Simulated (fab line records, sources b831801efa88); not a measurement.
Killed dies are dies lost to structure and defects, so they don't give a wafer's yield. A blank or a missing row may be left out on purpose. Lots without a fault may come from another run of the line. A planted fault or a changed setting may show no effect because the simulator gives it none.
Chamber matching | flow sky130 | SKY_LI_CONTACT_ETCH_15 on rie_diel-04: 4 sister chambers
The step etches PSG in C4F8/O2/Ar, stops on Si, target depth 600 nm. 8 wafers are shown with their chamber, then 12 later ones without.

WAFERS WITH THEIR CHAMBER
wafer  | chamber | rf_fwd_power_W (W) | oes_product_au (a.u.)
L086.2 | 1       | 1498               | 0.841
L086.3 | 2       | 1494               | 0.842
L089.3 | 2       | 1494               | 0.837
L088.5 | 3       | 1490               | 0.841
L088.6 | 0       | 1483               | 0.833
L091.1 | 3       | 1490               | 0.841
L091.2 | 1       | 1495               | 0.837
L091.5 | 0       | 1496               | 0.834

WAFERS WITHOUT THEIR CHAMBER
wafer  | rf_fwd_power_W (W) | oes_product_au (a.u.)
L092.1 | 1484               | 0.836
L092.2 | 1493               | 0.846
L092.3 | 1493               | 0.835
L092.4 | 1488               | 0.833
L092.5 | 1489               | 0.839
L092.6 | 1497               | 0.847
L094.1 | 1482               | 0.843
L094.2 | 1500               | 0.839
L094.3 | 1476               | 0.835
L094.4 | 1493               | 0.832
L094.5 | 1488               | 0.839
L094.6 | 1489               | 0.835

WHICH CHAMBER EACH WENT THROUGH
wafer  | from the rows above               | in truth
L092.1 | can't be placed: 0 or 3 or 2 or 1 | 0
L092.2 | can't be placed: 3 or 2 or 1      | 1
L092.3 | can't be placed: 0 or 1 or 2 or 3 | 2
L092.4 | 0                                 | 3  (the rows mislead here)
L092.5 | can't be placed: 3 or 2 or 1 or 0 | 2
L092.6 | can't be placed: 3 or 2 or 1      | 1
L094.1 | can't be placed: 3 or 2 or 1      | 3
L094.2 | can't be placed: 1 or 2 or 3      | 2
L094.3 | can't be placed: 0 or 3 or 2 or 1 | 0
L094.4 | 0                                 | 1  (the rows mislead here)
L094.5 | can't be placed: 3 or 2 or 1 or 0 | 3
L094.6 | can't be placed: 0 or 2 or 1 or 3 | 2
Placed correctly: 0 of 12. Can't be placed from these rows: 10 (the true chamber is among the candidates in 10). Placed wrongly: 2.
How it was worked out, from the rows above alone: a wafer's distance from a chamber is the root of the sum, over the readings, of the square of ((its reading less the chamber's mean) divided by the reading's scatter). The wafer belongs to the nearest chamber; if the next one is less than 2 further off, it can't be placed. A chamber's mean is the mean of its shown wafers. The scatter: the root of (the sum of the squares of (reading less its chamber's mean) over the shown wafers, divided by (wafers less chambers)).
